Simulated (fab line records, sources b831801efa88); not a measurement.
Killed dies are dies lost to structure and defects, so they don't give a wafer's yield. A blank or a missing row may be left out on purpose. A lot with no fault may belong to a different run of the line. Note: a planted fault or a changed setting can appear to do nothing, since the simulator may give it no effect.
A lot that was struck, set against a sound lot / flow sky130 / 29 steps out of a route of 708
Sound: the wafers L536.2, L536.4, L536.6. Wafers L535.3, L535.4, L535.5 were the ones struck. Last of all comes the cause.
Per side, at each step with rows, come the tool, then ch with its chambers, and then its first start. Under that, the readings that differ: sound wafers / struck wafers / difference of the means / sigmas: that difference in standard deviations of wafers without a fault.
alike: words and numbers the same on both sides, and readings whose means are apart by under 2 such deviations; not compared: readings that were withheld, readings missing a value for some wafer, numbers with overlapping values and no deviation given by the record, and bounds like >300 which may hide the same value.
The two part at a step that has a row with sigmas, a row that says differs or no value, or rows on one side only. Numbers that have no deviation but don't overlap get no sigmas and don't part them. A reading that every wafer of one side lacks parts them only if that side has two wafers or more.

first, 2 steps without rows for these wafers: SKY_METAL3_PEB_11; SKY_METAL3_DEVELOP_12 (develop time 60 s).
SKY_METAL3_CD_MEAS_13: the cd target is 300 nm.
  struck on cd_sem-01, day 42 20:17; sound on cd_sem-01, day 43 19:07
  alike: cd_nm
SKY_METAL3_OVL_MEAS_14:
  struck on overlay-01, day 42 20:23; sound on overlay-01, day 43 19:13
  alike: METAL3_OVL
SKY_METAL3_DESCUM_15: chemistry O2, time 8 s.
  sound on rie_metal-03 ch 0,1, day 43 19:15; struck on rie_metal-03 ch 0,1, day 42 20:25
  alike: chamber_pressure_mTorr, drypump_motor_current_A, oes_product_au
  not compared: rf_hours_counter_h
SKY_METAL3_ETCH_16: etches BARC in N2/H2, stops on SiO2, time 88.2 s, target depth 60 nm.
  sound on rie_metal-03 ch 0,1, day 43 19:17; struck on rie_metal-03 ch 0,1, day 42 20:28
  alike: chamber_pressure_mTorr, drypump_motor_current_A, oes_product_au, throttle_valve_pct
  not compared: rf_hours_counter_h
SKY_METAL3_ETCH_17: etches SiO2 in C4F8/O2/Ar, stops on TiN, time 3.9 s, target depth 15 nm.
  sound on rie_diel-04 ch 1,2,3, day 43 19:23; struck on rie_diel-02 ch 0,1, day 42 20:32
  alike: chamber_pressure_mTorr, oes_product_au
  not compared: rf_hours_counter_h
then, 5 steps without rows for these wafers: SKY_METAL3_METAL_ETCH_18 (etches the open film in Cl2/BCl3, stops on SiO2, target depth 845 nm, time 183.1 s); SKY_METAL3_STRIP_19 (strips in O2/N2); SKY_METAL3_STRIP_20 (strips in post etch residue remover, time 1200 s); SKY_METAL3_CLEAN_21 (cleans in IPA, time 180 s); SKY_METAL3_CLEAN_22 (cleans in O3/DIW).
SKY_VIA3_HDPCVD_00: deposits SiO2, target thk 1635 nm, time 272.5 s.
  sound on hdpcvd-01 ch 1,2, day 43 20:11; struck on hdpcvd-02 ch 0,2, day 42 21:20
  no value came back on the struck wafers for pressure_mtorr (mTorr), run_length_s (s), time_s (s); on the sound wafers pressure_mtorr (mTorr) reads 6.014 6.012 5.993
SKY_VIA3_CMP_02: polishes SiO2.
  sound on cmp-02 ch 0,1,2, day 43 20:28; struck on cmp-02 ch 0,3, day 42 21:35
  alike: edge_zone_pressure_frac, head_pressure_psi, motor_current_A, slurry_filter_dp_kPa
SKY_VIA3_BOW_MEAS_03:
  struck on film_metro-04, day 42 21:55; sound on film_metro-01, day 43 20:44
  alike: VIA3_BOW
then, 8 steps without rows for these wafers: SKY_VIA3_DEHYDRATE_04 (time 60 s); SKY_VIA3_HMDS_05 (prime time 60 s); SKY_VIA3_COAT_06 (resist thk 60 nm); SKY_VIA3_COAT_07 (resist thk 450 nm); SKY_VIA3_SOFTBAKE_08 (time 90 s); SKY_VIA3_EXPOSE_09 (exposes mask VIM3, target cd 200 nm); SKY_VIA3_PEB_10; SKY_VIA3_DEVELOP_11 (develop time 60 s).
SKY_VIA3_CD_MEAS_12: the cd target is 200 nm.
  struck on cd_sem-01, day 43 20:19; sound on cd_sem-01, day 44 19:17
  alike: cd_nm
SKY_VIA3_OVL_MEAS_13:
  struck on overlay-02, day 43 20:24; sound on overlay-01, day 44 19:24
  alike: VIA3_OVL
SKY_VIA3_ETCH_14: etches BARC in N2/H2, stops on SiO2, time 45.9 s, target depth 60 nm.
  sound on rie_diel-01 ch 1,3, day 44 19:26; struck on rie_diel-03 ch 2,3, day 43 20:25
  alike: chamber_pressure_mTorr, drypump_motor_current_A, oes_product_au, throttle_valve_pct
  not compared: rf_hours_counter_h
SKY_VIA3_ETCH_15: etches SiO2 in C4F8/O2/Ar, stops on TiN, target depth 507 nm, time 78 s.
  sound on rie_diel-01 ch 1,3, day 44 19:28; struck on rie_diel-03 ch 2,3, day 43 20:28
reading=oes_product_au (a.u.); sound=0.948 0.945 0.945; struck=0.374 0.376 0.375; difference=-0.571; sigmas=-99 or more
reading=model.etch.depth_nm (nm); sound=465.1 466.3 467.5; struck=0 0 0; difference=-466; sigmas=
  alike: chamber_pressure_mTorr
  not compared: rf_hours_counter_h
then, 1 step without rows for these wafers: SKY_VIA3_STRIP_16 (strips in O2/N2).
-- the record jumps here: 5 days lie between the struck wafers' starts before and after (it left off in module VIA3 and takes up again in module PAD_OPEN, whose first step shown is number 708 of the route) --
SKY_PAD_OPEN_PROBE_99:
  struck on prober-02, day 49 05:13; sound on prober-01, day 49 21:01
reading=defect_limited_yield (%); sound=82.5 82.3 80.7; struck=0 0 0; difference=-82; sigmas=-39
reading=killed_at_M0_to_M3; sound=50 50 55; struck=484 478 484; difference=+430; sigmas=+60
reading=killed_at_contacts; sound=14 20 26; struck=1 8 3; difference=-16; sigmas=-3
reading=killed_at_front_end; sound=16 12 13; struck=4 3 3; difference=-10; sigmas=-3
reading=killed_dies; sound=86 87 95; struck=492 492 492; difference=+403; sigmas=+40
reading=killed_on_rim; sound=14 17 19; struck=96 96 96; difference=+79; sigmas=+21
reading=killed_open; sound=50 45 57; struck=7 8 10; difference=-42; sigmas=-6
reading=killed_short; sound=35 40 37; struck=6 7 4; difference=-32; sigmas=-5
reading=sort_bin_3_pad_short (%); sound=0.4 0.8 0.8; struck=23.6 23.8 22.8; difference=+22.7; sigmas=+58
reading=sort_bin_5_function (%); sound=12.6 10.6 13.8; struck=73.2 74.0 73.8; difference=+61.3; sigmas=+36
reading=sort_n_pass; sound=406 405 397; struck=0 0 0; difference=-403; sigmas=-40
reading=sort_yield_pct (%); sound=82.5 82.3 80.7; struck=0 0 0; difference=-82; sigmas=-39
  alike: killed_at_M4_up, killed_at_other, sort_bin_6_memory

== WHERE THEY PART ==
At SKY_VIA3_HDPCVD_00 first; at SKY_PAD_OPEN_PROBE_99 last (within this record only).

WHY: what had been put in by the simulator
Step skipped in full: hdpcvd-02, at SKY_VIA3_HDPCVD_00, from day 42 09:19 onward. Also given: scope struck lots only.
